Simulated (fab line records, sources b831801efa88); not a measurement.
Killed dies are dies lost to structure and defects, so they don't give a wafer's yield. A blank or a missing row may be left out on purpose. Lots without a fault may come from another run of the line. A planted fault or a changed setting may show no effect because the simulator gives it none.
One fault seen from 2 desks | flow sky130 | each desk has only its own numbers; what lay behind them comes last

THE METROLOGY DESK
What the gauges read, lot by lot, whatever tool the lot ran on: means of the sampled wafers that have a number. A lot is out of limits, marked OUT, if its mean lies more than 4 standard deviations from the usual mean; the brackets give that distance.
Columns: A = cd_nm at SKY_VT_ADJUST_HVTR_CD_MEAS_07, usual 380.1 nm; B = LDD_N_TW at SKY_LDD_N_TW_MEAS_17, usual 2587; C = CONTACT_BOW at SKY_CONTACT_BOW_MEAS_05, usual 81 um; D = CONTACT_OVL at SKY_CONTACT_OVL_MEAS_15, usual -4 nm
lot  | first seen here | A     | B               | C  | D
L225 | day 9 21:42     | 381.3 | 2586            | 83 | -11
L226 | day 10 05:13    | 384.6 | 2567            | 79 | -6
L229 | day 11 19:07    | 379.3 | 2596            | 78 | -3
L231 | day 11 23:40    | 379.9 | 2602            | 78 | -6
L232 | day 12 04:32    | 381.8 | 2641            | 78 | -7
L233 | day 12 11:07    | 382.4 | 2596            | 86 | -4
L234 | day 12 23:35    | 381.8 | 2654 (+4.2) OUT | 87 | -8
L242 | day 15 20:33    | 378.2 | 2555            | 74 | -16
L243 | day 15 20:53    | 380.8 | 2564            | 84 | -2
L244 | day 16 01:48    | 377.6 | 2583            | 84 | -6
L245 | day 16 09:22    | 381.2 | 2556            | 82 | -1
L246 | day 16 18:58    | 379.3 | 2602            | 86 | -8
This desk's finding: out of limits on L234; first on L234, day 22 20:48 (LDD_N_TW at SKY_LDD_N_TW_MEAS_17). In limits: L225, L226, L229, L231, L232, L233, L242, L243, L244, L245, L246.

THE TOOL OWNER'S DESK: implanter-04
The tool's own readings at SKY_LDD_N_IMPLANT_09: means of the sampled wafers that have a number, for each lot that ran on this tool. A lot is out of limits, marked OUT, if its mean lies more than 4 standard deviations from the usual mean; the brackets give that distance.
Columns: A = beam_on_s at SKY_LDD_N_IMPLANT_09, usual 9.99 s; B = dose_ions_cm2 at SKY_LDD_N_IMPLANT_09, usual 7.501e+13; C = faraday_current_uA at SKY_LDD_N_IMPLANT_09, usual 423
lot  | first seen here | A                | B                           | C
L229 | day 20 14:40    | 10.08            | 7.499e+13                   | 420
L231 | day 20 19:08    | 10.12            | 7.497e+13                   | 419
L232 | day 21 06:04    | 11.31 (+6.6) OUT | 1.065e+14 (+99 or more) OUT | 531 (+13) OUT
L234 | day 22 19:40    | 11.35 (+6.8) OUT | 1.065e+14 (+99 or more) OUT | 530 (+13) OUT
L242 | day 25 05:29    | 10.01            | 7.498e+13                   | 421
L243 | day 25 10:11    | 9.94             | 7.501e+13                   | 426
L246 | day 26 01:46    | 9.93             | 7.504e+13                   | 426
This desk's finding: out of limits on L232, L234; first on L232, day 21 06:04 (beam_on_s at SKY_LDD_N_IMPLANT_09). In limits: L229, L231, L242, L243, L246.

PUT TOGETHER
The tool owner's desk could have raised an alarm at day 21 06:04, on L232, L234.
The metrology desk could have raised an alarm at day 22 20:48, on L234.
The metrology desk has L232 on record, within its limits.
Of the lots named, all ran SKY_LDD_N_IMPLANT_09 on implanter-04.

WHAT THE SIMULATOR HAD PUT IN
Process parameter drift: implanter-04, from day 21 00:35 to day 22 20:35, at SKY_LDD_N_IMPLANT_09. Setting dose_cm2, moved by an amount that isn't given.
Lots struck among those shown: L232, L234.
Hours from the fault's start to each desk's first reading out of limits: the tool owner's desk, 5; the metrology desk, 44.
